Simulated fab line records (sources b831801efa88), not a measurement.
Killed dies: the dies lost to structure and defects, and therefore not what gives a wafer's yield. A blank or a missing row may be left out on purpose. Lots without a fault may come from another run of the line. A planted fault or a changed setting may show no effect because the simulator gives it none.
Matching of chambers	flow gf180mcu	hdpcvd-02 running GF_V3_CVD_00: 3 sister chambers
The step deposits SiO2, target thk 600 nm, time 100 s. 3 wafers are shown with their chamber, then 8 later ones without.

== EACH WAFER AND ITS CHAMBER ==
wafer	chamber	sih4-flow-sccm (sccm)
L323.3	2	60.11
L323.5	0	59.70
L335.2	1	60.05

== WAFERS WITH NO CHAMBER GIVEN ==
wafer	sih4-flow-sccm (sccm)
L335.5	60.20
L335.6	60.06
L336.2	59.96
L336.4	60.30
L336.5	59.91
L338.1	60.28
L338.2	60.03
L338.5	59.94

== WHICH CHAMBER EACH WENT THROUGH ==
wafer	from the rows above	in truth
L335.5	can't be placed: 2 or 1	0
L335.6	can't be placed: 1 or 2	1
L336.2	can't be placed: 1 or 2 or 0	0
L336.4	can't be placed: 2 or 1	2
L336.5	can't be placed: 1 or 2 or 0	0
L338.1	can't be placed: 2 or 1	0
L338.2	can't be placed: 1 or 2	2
L338.5	can't be placed: 1 or 2 or 0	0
0 of 8 placed correctly. Can't be placed from these rows: 8 (the true chamber is among the candidates in 6). 0 placed wrongly.
How it was worked out, from the rows above alone: a wafer's distance from a chamber is the root of the sum, over the readings, of the square of ((its reading less the chamber's mean) divided by the reading's scatter). If the next closest chamber is less than 2 further off than the closest, the wafer can't be placed; otherwise it belongs to the closest. For every chamber, the mean is computed from those of its wafers that are shown. The scatter (one wafer shown for each chamber): square how far every hidden wafer sits from the nearest shown wafer, average those squares and take the square root.
